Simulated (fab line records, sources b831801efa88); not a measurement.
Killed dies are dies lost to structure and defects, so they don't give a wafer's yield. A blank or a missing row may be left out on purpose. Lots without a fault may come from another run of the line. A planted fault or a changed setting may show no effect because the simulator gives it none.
Chamber matching | flow gf180mcu | GF_V2_CMP_26 on cmp-02: 4 sister chambers
The step polishes, stops on SiO2, t overpolish 15 s, target thk 0 nm. 16 wafers are shown with their chamber, then 8 later ones without.

WAFERS WITH THEIR CHAMBER
wafer  | chamber | motor_current_A (A) | time_to_endpoint_s (s) | edge_zone_pressure_frac
L991.2 | 3       | 12.6                | 84                     | 0.993
L991.4 | 1       | 10.2                | 84                     | 0.993
L991.5 | 1       | 10.1                | 81                     | 0.990
L992.1 | 2       | 9.9                 | 81                     | 0.991
L992.3 | 3       | 11.9                | 86                     | 0.999
L992.6 | 3       | 12.0                | 87                     | 0.999
L993.1 | 2       | 10.0                | 87                     | 0.999
L993.2 | 1       | 10.6                | 84                     | 1.003
L993.5 | 1       | 10.4                | 85                     | 1.005
L996.1 | 3       | 12.1                | 87                     | 1.009
L996.5 | 3       | 12.6                | 84                     | 1.012
L996.6 | 0       | 11.3                | 91                     | 1.006
L999.2 | 2       | 9.7                 | 92                     | 1.002
L999.3 | 0       | 10.8                | 95                     | 0.993
L999.6 | 1       | 10.2                | 86                     | 1.009
L105.3 | 3       | 12.5                | 80                     | 1.002

SIGNATURES (means of the wafers above)
reading                 | chamber 0 | chamber 1 | chamber 2 | chamber 3 | scatter within a chamber
motor_current_A         | 11.050    | 10.300    | 9.867     | 12.283    | 0.265
time_to_endpoint_s      | 93.00     | 84.00     | 86.67     | 84.67     | 3.14
edge_zone_pressure_frac | 0.99950   | 1.00000   | 0.99733   | 1.00233   | 0.00742
Rule: a wafer's distance from a chamber is the root of the sum, over the readings, of the square of ((its reading less the chamber's mean) divided by the reading's scatter). The wafer belongs to the nearest chamber; if the next one is less than 2 further off, it can't be placed. The scatter: the root of (the sum of the squares of (reading less its chamber's mean) over the shown wafers, divided by (wafers less chambers)).

WAFERS WITHOUT THEIR CHAMBER
wafer  | motor_current_A (A) | time_to_endpoint_s (s) | edge_zone_pressure_frac
L105.5 | 10.1                | 82                     | 1.001
L105.6 | 12.3                | 88                     | 0.997
L106.2 | 12.9                | 76                     | 1.004
L106.5 | 10.5                | 81                     | 1.003
L106.6 | 11.9                | 93                     | 0.996
L114.2 | 9.9                 | 90                     | 0.993
L114.4 | 12.1                | 89                     | 1.003
L114.5 | 11.8                | 93                     | 1.002

WHICH CHAMBER EACH WENT THROUGH
wafer  | from the rows above     | in truth
L105.5 | can't be placed: 1 or 2 | 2
L105.6 | 3                       | 3
L106.2 | 3                       | 3
L106.5 | can't be placed: 1 or 2 | 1
L106.6 | can't be placed: 3 or 0 | 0
L114.2 | can't be placed: 2 or 1 | 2
L114.4 | 3                       | 3
L114.5 | can't be placed: 0 or 3 | 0
Placed correctly: 3 of 8. Can't be placed from these rows: 5 (the true chamber is among the candidates in 5). Placed wrongly: 0.
